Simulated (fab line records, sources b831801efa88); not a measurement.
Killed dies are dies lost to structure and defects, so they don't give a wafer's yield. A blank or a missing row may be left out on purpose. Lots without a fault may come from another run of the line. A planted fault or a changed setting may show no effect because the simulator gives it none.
Chamber matching | flow sky130 | SKY_VIA1_CMP_24 on cmp-02: 4 sister chambers
The step polishes, stops on SiO2, t overpolish 15 s, target thk 0 nm. 8 wafers are shown with their chamber, then 7 later ones without.

WAFERS WITH THEIR CHAMBER
wafer  | chamber | motor_current_A (A) | overpolish_run_s (s)
L480.2 | 0       | 12.1                | 15.010
L480.5 | 3       | 12.1                | 15.004
L482.3 | 3       | 11.7                | 14.987
L491.1 | 1       | 10.5                | 14.997
L491.2 | 2       | 11.2                | 14.993
L491.6 | 1       | 11.0                | 15.002
L493.1 | 2       | 11.0                | 15.000
L493.3 | 0       | 12.2                | 14.996

WAFERS WITHOUT THEIR CHAMBER
wafer  | motor_current_A (A) | overpolish_run_s (s)
L493.5 | 11.3                | 14.990
L499.2 | 12.0                | 15.027
L499.3 | 10.7                | 14.996
L499.4 | 11.3                | 15.013
L502.1 | 10.9                | 15.015
L502.2 | 12.1                | 14.986
L502.4 | 11.7                | 14.992

WHICH CHAMBER EACH WENT THROUGH
wafer  | from the rows above               | in truth
L493.5 | can't be placed: 2 or 1 or 3      | 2
L499.2 | can't be placed: 0 or 3           | 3
L499.3 | can't be placed: 1 or 2           | 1
L499.4 | can't be placed: 2 or 1 or 3 or 0 | 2
L502.1 | can't be placed: 1 or 2           | 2
L502.2 | can't be placed: 3 or 0           | 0
L502.4 | can't be placed: 3 or 0 or 2      | 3
Placed correctly: 0 of 7. Can't be placed from these rows: 7 (the true chamber is among the candidates in 7). Placed wrongly: 0.
How it was worked out, from the rows above alone: a wafer's distance from a chamber is the root of the sum, over the readings, of the square of ((its reading less the chamber's mean) divided by the reading's scatter). The wafer belongs to the nearest chamber; if the next one is less than 2 further off, it can't be placed. A chamber's mean is the mean of its shown wafers. The scatter: the root of (the sum of the squares of (reading less its chamber's mean) over the shown wafers, divided by (wafers less chambers)).
